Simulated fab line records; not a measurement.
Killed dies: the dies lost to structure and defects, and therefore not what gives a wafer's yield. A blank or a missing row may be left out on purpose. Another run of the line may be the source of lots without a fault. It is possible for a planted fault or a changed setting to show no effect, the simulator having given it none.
A lot that was struck, set against a sound lot + flow sky130 + 27 steps out of a route of 708
Sound: these wafers, L903.4, L903.5, L903.6. Struck: wafer L906.2. (L906.6 of the same lot was not struck and is left out.) The cause comes at the end.
Order at every step that has rows: each side's tool, ch and its chambers, its first start. Under that, the readings that differ: sound wafers + struck wafers + difference of the means + sigmas: that difference in standard deviations of wafers without a fault.
alike: readings with means less than 2 such deviations apart, plus words and numbers identical on both sides. not compared: withheld readings, readings lacking a value on some wafer, bounds such as >300 that could conceal the same value, and numbers that have no deviation in the record and whose values overlap.
A row with sigmas, a row that says differs or no value, or rows on one side alone: a step with any of these is where the two part. Numbers that have no deviation but don't overlap get no sigmas and don't part them. Lack of a reading on every wafer of one side parts them only where that side has two or more wafers.

first, 6 steps without rows for these wafers: SKY_VIA4_ETCH_12 (etches SiO2 in C4F8/O2/Ar, stops on TiN, target depth 580 nm); SKY_VIA4_STRIP_13 (strips in O2/N2); SKY_VIA4_STRIP_14 (strips in post etch residue remover, time 1200 s); SKY_VIA4_CLEAN_15 (cleans in IPA, time 180 s); SKY_VIA4_CLEAN_16 (cleans in O3/DIW); SKY_VIA4_SPUTTER_17 (material TiN, target thk 20 nm, time 80 s).
SKY_VIA4_CVD_18: deposits W, target thk 505 nm, time 152.14 s.
  sound on cvd w-02 ch 0,1, day 43 07:40; struck on cvd w-02 ch 0, day 45 00:43
  alike: chamber pressure Torr, heater power w
SKY_VIA4_RS_MEAS_19: uses a four-point probe to measure.
  sound: film metro-04 at day 43 07:50; struck: film metro-03 at day 45 00:53
  alike: VIA4_W_RS
SKY_VIA4_THK_MEAS_20: measures by xrf.
  sound: film metro-04 at day 43 07:55; struck: film metro-03 at day 45 01:00
  alike: VIA4_W_THK
SKY_VIA4_CMP_21: polishes, stops on SiO2, t overpolish 25 s, target thk 0 nm.
  sound on cmp-01 ch 1,2,3, day 43 08:04; struck on cmp-02 ch 2, day 45 01:03
  alike: motor current A, overpolish run s, slurry filter dp kPa, time to endpoint s
SKY_METAL5_SPUTTER_00: material Ti, target thk 15 nm, time 10 s.
  sound: pvd sputter-01 at day 43 08:16; struck: pvd sputter-03 at day 45 01:21
  alike: chamber pressure pa, throttle valve pct
then, 1 step without rows for these wafers: SKY_METAL5_SPUTTER_01 (material TiN, target thk 20 nm, time 16.7 s).
SKY_METAL5_SPUTTER_02: material AlCu, target thk 1150 nm, time 61.2 s.
  sound: pvd sputter-01 at day 43 08:19; struck: pvd sputter-03 at day 45 01:24
| reading                                     | sound          | struck | difference | sigmas |
|---------------------------------------------|----------------|--------|------------|--------|
| model.AlCu_of_METAL5_SPUTTER_02.thk nm (nm) | 1153 1157 1154 | 1771   | +616       |        |
  alike: chamber pressure pa, throttle valve pct
SKY_METAL5_SPUTTER_03: material Ti, target thk 5 nm, time 3.3 s.
  sound: pvd sputter-01 at day 43 08:22; struck: pvd sputter-03 at day 45 01:27
  alike: chamber pressure pa, throttle valve pct
then, 1 step without rows for these wafers: SKY_METAL5_SPUTTER_04 (material TiN, target thk 70 nm, time 58.3 s).
SKY_METAL5_RS_MEAS_05: uses a four-point probe to measure.
  sound: film metro-03 at day 43 08:29; struck: film metro-02 at day 45 01:32
| reading                 | sound                   | struck  | difference | sigmas |
|-------------------------|-------------------------|---------|------------|--------|
| METAL5_ALCU_RS (ohm/sq) | 0.02698 0.02688 0.02701 | 0.01751 | -0.00945   | -35    |
SKY_METAL5_THK_MEAS_06: measures by xrf.
  sound: film metro-03 at day 43 08:35; struck: film metro-02 at day 45 01:39
| reading              | sound          | struck | difference | sigmas |
|----------------------|----------------|--------|------------|--------|
| METAL5_ALCU_THK (nm) | 1174 1175 1177 | 1826   | +651       | +50    |
then, 7 steps without rows for these wafers: SKY_METAL5_DEHYDRATE_07 (time 60 s); SKY_METAL5_HMDS_08 (prime time 60 s); SKY_METAL5_COAT_09 (resist thk 1800 nm); SKY_METAL5_SOFTBAKE_10 (time 60 s); SKY_METAL5_EXPOSE_11 (exposes mask MM5, target cd 1600 nm); SKY_METAL5_PEB_12; SKY_METAL5_DEVELOP_13 (develop time 60 s).
SKY_METAL5_DESCUM_14: chemistry O2, time 11 s.
  sound on rie metal-01 ch 0,1, day 44 06:25; struck on rie metal-01 ch 0, day 45 21:55
| reading                | sound | struck | difference                   | sigmas |
|------------------------|-------|--------|------------------------------|--------|
| rf hours counter h (h) | - - - | 23     | no value on the sound wafers |        |
  alike: drypump motor current A, oes product au
SKY_METAL5_METAL_ETCH_15: etches the open film in Cl2/BCl3, stops on SiO2, target depth 1260 nm, time 252 s.
  sound on rie metal-01 ch 0,1, day 44 06:31; struck on rie metal-01 ch 0, day 45 21:57
| reading                | sound             | struck | difference                   | sigmas |
|------------------------|-------------------|--------|------------------------------|--------|
| oes product au (a.u.)  | 0.897 0.881 0.893 | 1.010  | +0.120                       | +26    |
| rf hours counter h (h) | - - -             | 23     | no value on the sound wafers |        |
  alike: drypump motor current A, throttle valve pct
then, 1 step without rows for these wafers: SKY_METAL5_STRIP_16 (strips in O2/N2).

## WHERE THEY PART
At SKY_METAL5_RS_MEAS_05 first; at SKY_METAL5_METAL_ETCH_15 last (within this record only).

WHY: what the simulator had put in
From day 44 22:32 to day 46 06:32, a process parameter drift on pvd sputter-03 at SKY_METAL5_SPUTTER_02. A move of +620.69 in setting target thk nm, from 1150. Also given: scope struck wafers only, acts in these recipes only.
